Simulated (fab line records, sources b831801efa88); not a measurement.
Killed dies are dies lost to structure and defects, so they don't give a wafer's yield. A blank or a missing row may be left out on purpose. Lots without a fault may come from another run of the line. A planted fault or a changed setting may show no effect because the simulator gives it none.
fab line records | flow sky130
record lots=7 wafers=21 last_day=50
route steps=708 shown CAP2M@604
lots that met no fault: from a run of the same line without faults
start_h: hours from the record's first day to the start of the lot's first wafer shown | wait_h: hours since the lot's step before | " the same as in the row above | L1.1+2: a row that stands for several wafers | - no value, or no start given | * or withheld: withheld | < > ~ a bound
route shown NAME@n: a module of which the file shows steps, and the number in the route of the first | usual: mean/standard deviation of fault-free wafers | same: alike in all rows | chamber/n: place in a boat | sites: the reading at each site | _std_site: their standard deviation | _edge_site: outer sites' mean less inner sites' | radius_mm: how far each site lies from the wafer's centre | mask NAME#n: copy n | behind: the tool/chamber that last shaped the wafer | hold: why the lot was held/for how many hours/how that ended | device: the transistor (n, p or np) that didn't switch | end of line: the same wafers' tests at the end of the route | a step without rows: its recipe alone | killed: dies lost to structure and defects at the first sort, not the wafer's yield | map: a wafer's dies, x killed, . not, _ none there
set.NAME: the setting as run; set.NAME@STEP: as run at that earlier step | model.NAME: the simulator's own value behind a step, which no gauge read
lots at some steps of the route; a table a step, a row a wafer
services: from which hour (start_h, from the record's first day; less than 0 if before it) a tool's chamber was out of use, for how many hours, and why
## steps
# step SKY_CAP2M_THK_MEAS_01
# recipe reads=SiO2_of_CAP2M_CVD_00
# usual CAP2M_CVD_00_THK=15.53/0.26
# columns lot.wafer tool chamber start_h wait_h CAP2M_CVD_00_THK[nm]
L700.3 film_metro-04 - 1034.57 - 15.30
L700.5 " - " " 15.61
L700.6 " - " " 15.94
L703.2 film_metro-01 - 1037.92 - 15.97
L703.5 " - " " 16.00
L703.6 " - " " 16.07
L707.1 film_metro-04 - 1038.06 - 15.27
L707.2 " - " " 15.55
L707.5 " - " " 15.38
L706.1 film_metro-04 - 1038.21 - 15.37
L706.5 " - " " 15.64
L706.6 " - " " 15.52
L711.3 film_metro-04 - 1044.96 - 15.29
L711.4 " - " " 16.04
L711.6 " - " " 15.60
L717.2 film_metro-04 - 1056.19 - 15.55
L717.3 " - " " 15.21
L717.6 " - " " 15.64
L719.1 film_metro-04 - 1078.06 - 15.29
L719.2 " - " " 15.14
L719.5 " - " " 15.57
# step SKY_CAP2M_SPUTTER_02
# recipe material=TiN target_thk_nm=200 temp_c=300 power_w=6500 time_s=166.7 chamber_pressure_pa=0.4
# usual throttle_valve_pct=30.2/0.93
# columns lot.wafer tool chamber start_h wait_h throttle_valve_pct
L700.3 pvd_sputter-03 - 1034.61 0.0 30.0
L700.5 " - " " 31.5
L700.6 " - " " 32.1
L703.2 pvd_sputter-03 - 1037.97 0.0 31.3
L703.5 " - " " 31.9
L703.6 " - " " 31.2
L707.1 pvd_sputter-02 - 1038.12 0.1 31.0
L707.2 " - " " 28.9
L707.5 " - " " 29.0
L706.1 pvd_sputter-04 - 1038.27 0.1 28.8
L706.5 " - " " 29.7
L706.6 " - " " 29.1
L711.3 pvd_sputter-04 - 1045.00 0.0 29.9
L711.4 " - " " 28.8
L711.6 " - " " 28.6
L717.2 pvd_sputter-03 - 1056.24 0.0 31.5
L717.3 " - " " 32.1
L717.6 " - " " 31.5
L719.1 pvd_sputter-04 - 1078.12 0.1 30.5
L719.2 " - " " 29.9
L719.5 " - " " 29.9
# step SKY_CAP2M_RS_MEAS_03
# recipe thk_meas_gauge=four-point-probe reads=TiN_of_CAP2M_SPUTTER_02
# usual CAP2M_TIN_RS=6.87/0.11
# columns lot.wafer tool chamber start_h wait_h CAP2M_TIN_RS[ohm/sq]
L700.3 film_metro-01 - 1034.76 0.1 6.87
L700.5 " - " " 6.86
L700.6 " - " " 6.83
L703.2 film_metro-01 - 1038.10 0.1 6.85
L703.5 " - " " 6.87
L703.6 " - " " 6.70
L707.1 film_metro-01 - 1038.26 0.1 6.97
L707.2 " - " " 6.95
L707.5 " - " " 6.95
L706.1 film_metro-04 - 1038.38 0.1 6.74
L706.5 " - " " 7.01
L706.6 " - " " 6.78
L711.3 film_metro-02 - 1045.15 0.1 6.85
L711.4 " - " " 6.67
L711.6 " - " " 6.62
L717.2 film_metro-01 - 1056.37 0.1 6.85
L717.3 " - " " 6.81
L717.6 " - " " 6.83
L719.1 film_metro-01 - 1078.23 0.1 7.07
L719.2 " - " " 6.88
L719.5 " - " " 6.89
# step SKY_CAP2M_THK_MEAS_04
# recipe thk_meas_gauge=xrf reads=TiN_of_CAP2M_SPUTTER_02
# usual CAP2M_TIN_THK=202/3.3
# columns lot.wafer tool chamber start_h wait_h CAP2M_TIN_THK[nm]
L700.3 film_metro-01 - 1034.86 0.1 201
L700.5 " - " " 202
L700.6 " - " " 203
L703.2 film_metro-01 - 1038.21 0.1 202
L703.5 " - " " 202
L703.6 " - " " 206
L707.1 film_metro-01 - 1038.38 0.1 198
L707.2 " - " " 199
L707.5 " - " " 199
L706.1 film_metro-04 - 1038.50 0.1 206
L706.5 " - " " 198
L706.6 " - " " 205
L711.3 film_metro-02 - 1045.25 0.1 203
L711.4 " - " " 209
L711.6 " - " " 210
L717.2 film_metro-01 - 1056.48 0.1 201
L717.3 " - " " 201
L717.6 " - " " 203
L719.1 film_metro-01 - 1078.35 0.1 196
L719.2 " - " " 202
L719.5 " - " " 201
# step SKY_CAP2M_DEHYDRATE_05
# recipe temp_c=200 time_s=60
# step SKY_CAP2M_HMDS_06
# recipe prime_time_s=60 prime_temp_c=120
# step SKY_CAP2M_COAT_07
# recipe resist=NOVOLAK spin_rpm=3000 resist_thk_nm=1140
# step SKY_CAP2M_SOFTBAKE_08
# recipe temp_c=90 time_s=60 resist=NOVOLAK
# step SKY_CAP2M_EXPOSE_09
# recipe mask_id=CAP2M na=0.6 source_shape=conventional sigma_outer=0.6 polarization=unpolarized target_cd_nm=1000 dose_mj=159
# step SKY_CAP2M_PEB_10
# recipe temp_c=withheld time_s=* resist=NOVOLAK
# step SKY_CAP2M_DEVELOP_11
# recipe resist=NOVOLAK developer=TMAH develop_time_s=60 dev_temp_c=23
# step SKY_CAP2M_OVL_MEAS_12
# usual CAP2M_OVL=-0.4/1.7
# columns lot.wafer tool chamber start_h wait_h CAP2M_OVL[nm]
L700.3 overlay-02 - 1055.72 0.1 0.1
L700.5 " - " " -0.5
L700.6 " - " " -2.1
L703.2 overlay-02 - 1058.86 0.1 2.3
L703.5 " - " " 1.9
L703.6 " - " " 2.7
L707.1 overlay-02 - 1059.16 0.1 -3.7
L707.2 " - " " -3.8
L707.5 " - " " -3.9
L706.1 overlay-01 - 1059.21 0.1 0.1
L706.5 " - " " 0.5
L706.6 " - " " 0.8
L711.3 overlay-01 - 1066.12 0.1 1.0
L711.4 " - " " 0.4
L711.6 " - " " -0.5
L717.2 overlay-02 - 1077.42 0.1 2.1
L717.3 " - " " 2.1
L717.6 " - " " 0.9
L719.1 overlay-01 - 1098.39 0.1 -0.6
L719.2 " - " " -1.4
L719.5 " - " " -0.9
# step SKY_CAP2M_METAL_ETCH_13
# recipe target_depth_nm=220 stop_on=SiO2 chemistry=Cl2/BCl3 target=TiN pressure_mtorr=10 icp_w=900 bias_w=48.5 Cl2_flow_sccm=60 bcl3_flow_sccm=30 time_s=62.9
# usual bcl3_flow_sccm=29.98/0.091 bias_w=48.52/0.15 chamber_pressure_mTorr=9.999/0.013 drypump_motor_current_A=5.7/0.44 mfc_cl2_sccm=60.01/0.18 oes_product_au=0.945/0.0097 throttle_valve_pct=21.899/0.011
# columns lot.wafer tool chamber start_h wait_h bcl3_flow_sccm bias_w chamber_pressure_mTorr drypump_motor_current_A mfc_cl2_sccm oes_product_au rf_hours_counter_h throttle_valve_pct model.NOVOLAK_of_CAP2M_COAT_07.thk_nm
L700.3 rie_metal-03 0 1055.77 0.0 30.03 48.46 9.996 6.3 60.09 0.949 - 21.894 991
L700.5 " 0 " " 29.80 48.97 9.990 6.3 60.11 0.954 - 21.886 990.8
L700.6 " 1 " " 29.93 48.53 10.016 5.6 59.96 0.946 - 21.894 992.4
L703.2 rie_metal-01 0 1058.89 0.0 - - - - - - - - 1137
L703.5 " 0 " " - - - - - - - - 1141
L703.6 " 1 " " - - - - - - - - 1140
L707.1 rie_metal-04 0 1059.19 0.0 - - - - - - - - 1144
L707.2 " 1 " " - - - - - - - - 1139
L707.5 " 1 " " - - - - - - - - 1140
L706.1 rie_metal-03 0 1059.25 0.0 - - - - - - - - 1139
L706.5 " 0 " " - - - - - - - - 1140
L706.6 " 1 " " - - - - - - - - 1140
L711.3 rie_metal-03 1 1066.17 0.0 29.99 48.30 9.982 5.6 59.94 0.944 - 21.900 992.8
L711.4 " 0 " " 30.11 48.58 10.008 6.3 59.75 0.956 - 21.895 993.8
L711.6 " 1 " " 30.05 48.76 9.995 5.6 60.25 0.964 - 21.900 995.4
L717.2 rie_metal-04 1 1077.45 0.0 30.04 48.50 9.987 5.2 59.85 0.940 19 21.899 995.4
L717.3 " 1 " " 29.95 48.51 9.998 5.2 59.97 0.948 - 21.905 989.5
L717.6 " 0 " " 30.11 48.68 9.999 5.9 59.68 0.939 - 21.906 983.8
L719.1 rie_metal-04 1 1098.43 0.0 29.91 48.27 9.998 5.2 60.19 0.929 21 21.915 998.9
L719.2 " 0 " " 29.85 48.23 10.001 5.8 59.94 0.952 20 21.888 996.3
L719.5 " 1 " " 29.90 48.29 9.998 5.2 60.22 0.935 - 21.897 997
# step SKY_CAP2M_STRIP_14
# recipe chemistry=O2/N2 power_w=1400 pressure_mtorr=1500 platen_temp_c=withheld o2_flow_sccm=3000 n2_flow_sccm=300 overash_fraction=0.5
# usual chamber_pressure_mTorr=1499.9/1.4 drypump_motor_current_A=5.5/0.44 oes_product_au=0.710/0.0042 strip_time_to_endpoint_s=12.64/0.036
# columns lot.wafer tool chamber start_h wait_h chamber_pressure_mTorr drypump_motor_current_A oes_product_au rf_hours_counter_h strip_time_to_endpoint_s
L700.3 plasma_asher-04 0 1055.86 0.1 1499.2 5.2 0.710 - 12.62
L700.5 " 0 " " 1500.3 5.3 0.710 - 12.63
L700.6 " 1 " " 1498.6 6.5 0.710 - 12.65
L703.2 plasma_asher-03 0 1058.97 0.1 1502.6 5.8 0.720 66 14.14
L703.5 " 0 " " 1500.7 5.8 0.712 - 14.19
L703.6 " 1 " " 1499.2 4.9 0.716 - 14.19
L707.1 plasma_asher-04 1 1059.27 0.1 1498.5 6.5 0.712 33 14.23
L707.2 " 0 " " 1498.2 5.2 0.713 33 14.18
L707.5 " 1 " " 1499.4 6.5 0.720 - 14.16
L706.1 plasma_asher-03 1 1059.32 0.1 1497.0 4.9 0.707 66 14.17
L706.5 " 0 " " 1499.4 5.8 0.712 - 14.18
L706.6 " 1 " " 1499.3 4.9 0.715 - 14.17
L711.3 plasma_asher-01 0 1066.25 0.1 1499.2 5.3 0.708 - 12.66
L711.4 " 1 " " 1498.5 5.6 0.713 - 12.66
L711.6 " 1 " " 1501.9 5.6 0.710 - 12.67
L717.2 plasma_asher-01 0 1077.52 0.1 1499.2 5.3 0.711 85 12.67
L717.3 " 1 " " 1499.9 5.6 0.714 - 12.61
L717.6 " 1 " " 1503.4 5.6 0.714 - 12.56
L719.1 plasma_asher-04 1 1098.51 0.1 1500.1 6.5 0.705 37 12.72
L719.2 " 0 " " 1500.9 5.2 0.711 37 12.67
L719.5 " 1 " " 1501.0 6.5 0.710 - 12.68
# step SKY_CAP2M_STRIP_15
# recipe chemistry=post_etch_residue_remover time_s=1200 temp_c=72.5
## services
# columns tool chamber start_h hours kind
pvd_sputter-04 - 1020.20 3.7 repair
rie_metal-03 - 1031.39 0.3 repair
rie_metal-01 0 1036.98 2.0 repair
rie_metal-01 - 1044.82 1.4 pm
pvd_sputter-03 1 1045.05 - consumable_replace:kit
pvd_sputter-03 1 1045.05 18.0 scheduled_down
pvd_sputter-03 1 1045.05 18.0 vent_cycle
pvd_sputter-02 - 1054.30 2.3 repair
pvd_sputter-02 - 1061.65 1.5 repair
plasma_asher-04 - 1095.29 0.8 repair
## key
first_sign step=SKY_CAP2M_METAL_ETCH_13 reading=tool_record direction=missing
effect step=SKY_CAP2M_STRIP_14 reading=strip_time_to_endpoint_s direction=up sigmas=42 usual=* struck=*
model_effect step=SKY_CAP2M_METAL_ETCH_13 value=NOVOLAK_of_CAP2M_COAT_07.thk_nm without=994 struck=1140
met_at SKY_CAP2M_METAL_ETCH_13
struck_wafers L703.2,L703.5,L703.6,L706.1,L706.5,L706.6,L707.1,L707.2,L707.5
later_rows_left_out L703.2,L703.5,L703.6,L706.1,L706.5,L706.6,L707.1,L707.2,L707.5
sort_left_out L703.2,L703.5,L703.6,L706.1,L706.5,L706.6,L707.1,L707.2,L707.5
onset_between 1055.77 1058.89
fault kind=skipped_step_whole tool=rie_metal-01,rie_metal-03,rie_metal-04 chamber=- onset_h=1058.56 steps=SKY_CAP2M_METAL_ETCH_13 scope=struck_lots_only
# sort_left_out: the simulated sort isn't trusted on such a fault, so these wafers' sort isn't shown, and their yield isn't known
# later_rows_left_out: the simulator's readings of these wafers behind a module that went badly wrong aren't trusted and aren't shown, but for the sort
